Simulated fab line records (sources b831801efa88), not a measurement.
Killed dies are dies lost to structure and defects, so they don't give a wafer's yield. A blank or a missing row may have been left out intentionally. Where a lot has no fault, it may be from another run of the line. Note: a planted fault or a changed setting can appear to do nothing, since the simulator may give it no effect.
fab line records | flow sky130
[record] lots = 7 wafers = 21 lastDay = 50
route steps=708 shown NWELL@79 PWDE@84 VT_ADJUST_HVTP@85 PAD_OPEN@708
lots that met no fault: from a run of the same line without faults
startH: the number of hours between the record's first day and the start of the first shown wafer of the lot | waitH: hours elapsed since this lot's preceding step | " repeats the value in the row above | L1.1+2: a row that stands for several wafers | - no value, or no start was given | * or withheld: withheld | < > ~ a bound
route shown NAME@n: a module of which the file shows steps, and the number in the route of the first | usual: mean and standard deviation over wafers with no fault | same: alike in all rows | chamber/n: place in a boat | sites: per-site readings | _std_site: the values' standard deviation | _edge_site: outer sites' mean less inner sites' | radiusMm: for every site, how far away it sits from the centre of the wafer | mask NAME#n: copy n | behind: the most recent tool/chamber to have shaped the wafer | hold: the reason the lot was held/the length of the hold in hours/how it ended | device: transistor that didn't switch, given as n, p or np | end of line: the tests these same wafers got at the end of their route | a step with no rows: only its recipe | killed: dies lost to structure and defects at the first sort, not the wafer's yield | map: a wafer's dies, marking killed ones x, the rest . and places with no die _
set.NAME: the setting the step ran with; set.NAME@STEP: the setting that earlier step ran with | model.NAME: the simulator's own value behind a step, which no gauge read
a table for each step, a row for each wafer; lots at some steps of the route
services: a tool's chamber out of use, with start hour (startH, from the record's first day; less than 0 if before it), hours out, and reason
[[steps]]
[step SKY_NWELL_TW_MEAS_26]
[usual] NWELL_2_TW = 494/3.2
// columns lot.wafer tool chamber startH waitH NWELL_2_TW
L912.1 filmMetro-03 - 106.24 0.1 497
L912.2 " - " " 497
L912.3 " - " " 495
L916.1 filmMetro-04 - 126.86 0.1 500
L916.3 " - " " 495
L916.5 " - " " 496
L922.2 filmMetro-03 - 166.27 0.1 497
L922.4 " - " " 496
L922.6 " - " " 495
L931.2 filmMetro-04 - 222.72 0.1 498
L931.3 " - " " 497
L931.5 " - " " 495
L930.1 filmMetro-02 - 223.79 0.1 491
L930.2 " - " " 491
L930.6 " - " " 489
L932.1 filmMetro-04 - 227.36 0.1 496
L932.5 " - " " 496
L932.6 " - " " 495
L935.3 filmMetro-03 - 244.02 0.1 498
L935.5 " - " " 497
L935.6 " - " " 496
[step SKY_NWELL_CLEAN_27]
[recipe] chemistry = SC1/SC2 mix = 1:4:20 tempC = 70 timeS = 150 dry = n2Spin
[step SKY_NWELL_RTA_28]
[recipe] tempC = 1050 timeS = 30 idleTempC = 650 rampUpCPerS = 150 rampDownCPerS = 90 ambient = N2
[usual] lampPowerPct = 25.31/0.048 wafer_temp_C_max = 1054.9/0.95
// columns lot.wafer tool chamber startH waitH lampPowerPct wafer_temp_C_max
L912.1 rtpAnneal-01 0 106.35 0.0 25.24 1054.5
L912.2 " 0 " " 25.30 1053.8
L912.3 " 0 " " 25.33 1054.1
L916.1 rtpAnneal-01 0 126.97 0.0 25.31 1054.6
L916.3 " 0 " " 25.33 1057.5
L916.5 " 0 " " 25.36 1056.4
L922.2 rtpAnneal-02 0 166.40 0.0 25.29 1055.6
L922.4 " 0 " " 25.37 1055.0
L922.6 " 0 " " 25.30 1055.5
L931.2 rtpAnneal-02 0 222.85 0.0 25.35 1055.8
L931.3 " 0 " " 25.36 1054.9
L931.5 " 0 " " 25.27 1054.4
L930.1 rtpAnneal-01 0 223.90 0.0 25.39 1054.9
L930.2 " 0 " " 25.30 1055.6
L930.6 " 0 " " 25.30 1053.5
L932.1 rtpAnneal-02 0 227.47 0.0 25.32 1054.1
L932.5 " 0 " " 25.35 1054.9
L932.6 " 0 " " 25.29 1054.0
L935.3 rtpAnneal-02 0 244.20 0.0 25.36 1053.7
L935.5 " 0 " " 25.34 1054.1
L935.6 " 0 " " 25.23 1054.5
[step SKY_NWELL_RS_MEAS_29]
[recipe] thkMeasGauge = four-point-probe
[usual] NWELL_RS = 624.1/1.8
// columns lot.wafer tool chamber startH waitH NWELL_RS[ohm/sq]
L912.1 filmMetro-02 - 106.45 0.1 621.3
L912.2 " - " " 622.5
L912.3 " - " " 621.5
L916.1 filmMetro-03 - 127.07 0.1 625.8
L916.3 " - " " 626.6
L916.5 " - " " 625.5
L922.2 filmMetro-02 - 166.51 0.1 624.1
L922.4 " - " " 622.8
L922.6 " - " " 622.3
L931.2 filmMetro-03 - 223.04 0.2 621.7
L931.3 " - " " 623.4
L931.5 " - " " 621.9
L930.1 filmMetro-02 - 224.00 0.1 624.1
L930.2 " - " " 622.7
L930.6 " - " " 623.8
L932.1 filmMetro-03 - 227.67 0.2 626.0
L932.5 " - " " 625.6
L932.6 " - " " 626.9
L935.3 filmMetro-02 - 244.31 0.1 623.1
L935.5 " - " " 625.6
L935.6 " - " " 624.9
[step SKY_NWELL_RS_MEAS_31]
[recipe] thkMeasGauge = four-point-probe
[usual] PWDE_RS = 5268/19
// columns lot.wafer tool chamber startH waitH PWDE_RS[ohm/sq]
L912.1 filmMetro-02 - 106.69 0.1 5280
L912.2 " - " " 5264
L912.3 " - " " 5251
L916.1 filmMetro-03 - 127.31 0.1 5265
L916.3 " - " " 5265
L916.5 " - " " 5255
L922.2 filmMetro-02 - 166.75 0.1 5268
L922.4 " - " " 5288
L922.6 " - " " 5285
L931.2 filmMetro-03 - 223.28 0.1 5273
L931.3 " - " " 5262
L931.5 " - " " 5280
L930.1 filmMetro-02 - 224.24 0.1 5251
L930.2 " - " " 5262
L930.6 " - " " 5261
L932.1 filmMetro-03 - 227.91 0.1 5254
L932.5 " - " " 5260
L932.6 " - " " 5274
L935.3 filmMetro-02 - 244.55 0.1 5278
L935.5 " - " " 5287
L935.6 " - " " 5260
[step SKY_VT_ADJUST_HVTP_DEHYDRATE_00]
[recipe] tempC = 200 timeS = 60
[step SKY_VT_ADJUST_HVTP_HMDS_01]
[recipe] primeTimeS = 60 primeTempC = 120
[step SKY_VT_ADJUST_HVTP_COAT_02]
[recipe] resist = NOVOLAK spinRpm = 3000 resistThkNm = 1140
[step SKY_VT_ADJUST_HVTP_SOFTBAKE_03]
[recipe] tempC = 90 timeS = 60 resist = NOVOLAK
[step SKY_VT_ADJUST_HVTP_EXPOSE_04]
[recipe] maskId = HVTPM na = 0.6 sourceShape = conventional sigmaOuter = 0.6 polarization = unpolarized targetCdNm = 380 doseMj = 140
[step SKY_VT_ADJUST_HVTP_PEB_05]
[recipe] tempC = withheld timeS = * resist = NOVOLAK
[step SKY_VT_ADJUST_HVTP_DEVELOP_06]
[recipe] resist = NOVOLAK developer = TMAH developTimeS = 60 devTempC = 23
[usual] chillPlateTempC = 23.00/0.097 developerTempC = 22.99/0.11
// columns lot.wafer tool chamber startH waitH chillPlateTempC developerTempC
L912.1 lithoTrack-01 0 125.43 0.1 23.13 22.85
L912.2 " 0 " " 23.07 22.76
L912.3 " 0 " " 22.90 22.89
L916.1 lithoTrack-02 0 145.77 0.1 22.85 22.91
L916.3 " 0 " " 23.05 23.20
L916.5 " 0 " " 23.00 23.05
L922.2 lithoTrack-04 0 186.83 0.1 22.82 22.85
L922.4 " 0 " " 22.85 22.94
L922.6 " 0 " " 22.71 22.73
L931.2 lithoTrack-04 0 244.38 0.1 22.98 25.41
L931.3 " 0 " " 22.98 25.25
L931.5 " 0 " " 23.13 25.26
L930.1 lithoTrack-04 0 246.40 0.1 22.97 25.33
L930.2 " 0 " " 23.04 25.26
L930.6 " 0 " " 22.87 25.27
L932.1 lithoTrack-04 0 249.25 0.1 22.98 25.28
L932.5 " 0 " " 22.97 25.36
L932.6 " 0 " " 23.11 25.27
L935.3 lithoTrack-02 0 267.42 0.1 22.91 23.12
L935.5 " 0 " " 22.92 23.09
L935.6 " 0 " " 22.98 23.18
[step SKY_VT_ADJUST_HVTP_CD_MEAS_07]
[recipe] targetCdNm = 380
[usual] cdNm = 379.2/2.8
// columns lot.wafer tool chamber startH waitH cdNm
L912.1 cdSem-01 - 125.58 0.1 378.3
L912.2 " - " " 380.7
L912.3 " - " " 378.9
L916.1 cdSem-02 - 145.92 0.1 381.8
L916.3 " - " " 380.4
L916.5 " - " " 379.9
L922.2 cdSem-01 - 186.97 0.1 376.8
L922.4 " - " " 378.2
L922.6 " - " " 376.1
L931.2 cdSem-01 - 244.52 0.1 369.6
L931.3 " - " " 369.5
L931.5 " - " " 368.4
L930.1 cdSem-01 - 246.55 0.1 376.2
L930.2 " - " " 373.0
L930.6 " - " " 373.9
L932.1 cdSem-01 - 249.40 0.1 375.7
L932.5 " - " " 372.7
L932.6 " - " " 374.0
L935.3 cdSem-01 - 267.56 0.1 377.6
L935.5 " - " " 378.3
L935.6 " - " " 377.9
[step SKY_PAD_OPEN_PROBE_99]
[usual] killed_at_M0_to_M3 = 44/7 killed_at_M4_up = 3.0/1.7 killedAtContacts = 24/5.2 killedAtFrontEnd = 15/4.8 killedAtOther = 0.2/0.56 killedDies = 86/9.7 killedOnRim = 17/4.1 killedOpen = 47/7.1 killedShort = 39/6.3
[same] grossDies = 492 killedAtBackSide = 0
// columns lot.wafer tool chamber startH waitH killed_at_M0_to_M3 killed_at_M4_up killedAtContacts killedAtFrontEnd killedAtOther killedDies killedOnRim killedOpen killedShort
L922.4 prober-02 - 1141.27 0.2 36 4 24 10 0 74 22 35 39
L922.6 prober-02 - 1141.37 0.2 49 2 23 12 0 86 13 46 40
L935.3 prober-02 - 1200.14 0.2 47 3 39 18 0 107 24 55 51
L935.5 prober-02 - 1200.24 0.2 50 0 16 15 0 81 17 43 38
L935.6 prober-02 - 1200.29 0.2 43 1 24 16 0 84 19 44 38
// killed by level:class
L922.4 VIA1:geometricParticle:open=10 LOCAL_INTERCONNECT:geometricParticle:short=6 CONTACT:geometricParticle:short=6 CONTACT:geometricParticle:open=5 METAL1:geometricParticle:open=4 VIA3:geometricParticle:open=4 METAL4:geometricParticle:short=4 FIELD_ISO:geometricParticle:open=3
L922.6 VIA1:geometricParticle:open=11 LI_CONTACT:geometricParticle:open=9 VIA1:geometricParticle:short=7 CONTACT:geometricParticle:open=6 METAL1:geometricParticle:short=6 VIA2:geometricParticle:open=5 POLY_GATE:geometricParticle:short=4 METAL2:geometricParticle:short=4
L935.3 CONTACT:geometricParticle:open=11 LI_CONTACT:geometricParticle:open=9 CONTACT:geometricParticle:short=9 VIA1:geometricParticle:open=9 METAL1:geometricParticle:short=8 VIA3:geometricParticle:open=7 VIA2:geometricParticle:open=5 LOCAL_INTERCONNECT:geometricParticle:short=4
L935.5 VIA3:geometricParticle:open=10 METAL1:geometricParticle:short=7 VIA2:geometricParticle:open=7 CONTACT:geometricParticle:open=6 VIA1:geometricParticle:short=5 VIA1:geometricParticle:open=5 METAL2:geometricParticle:short=5 FIELD_ISO:geometricParticle:open=4
L935.6 VIA2:geometricParticle:open=8 VIA3:geometricParticle:open=6 LI_CONTACT:geometricParticle:open=6 LOCAL_INTERCONNECT:geometricParticle:short=6 CONTACT:geometricParticle:open=5 VIA1:geometricParticle:short=5 VIA1:geometricParticle:open=5 FIELD_ISO:geometricParticle:open=4
[[services]]
// columns tool chamber startH hours kind
rtpAnneal-01 - 187.90 3.3 pm
rtpAnneal-01 - 191.19 1.3 pm
[[key]]
[firstSign] step = SKY_VT_ADJUST_HVTP_DEVELOP_06 reading = developerTempC direction = up sigmas = 21 usual = * struck = *
[effect] step = SKY_VT_ADJUST_HVTP_CD_MEAS_07 reading = cdNm direction = down sigmas = 2.4 usual = 379.2 struck = 372.6
metAt SKY_VT_ADJUST_HVTP_DEVELOP_06
struckWafers L930.1,L930.2,L930.6,L931.2,L931.3,L931.5,L932.1,L932.5,L932.6
testerLeftOut L930,L931,L932
onsetBetween 186.83 244.38
[fault] kind = processParameterDrift tool = lithoTrack-04 chamber = - onsetH = 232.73 steps = SKY_VT_ADJUST_HVTP_DEVELOP_06 channel = devTempC offset = * shape = step endH = 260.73 actsIn = * stated = *
// testerLeftOut: of these lots the tester's yield and bins aren't shown, on N5 and GAA mostly nor the transistor test; their killed dies are dies lost to structure and defects alone, not to doping, threshold or leakage, so they don't give the yield
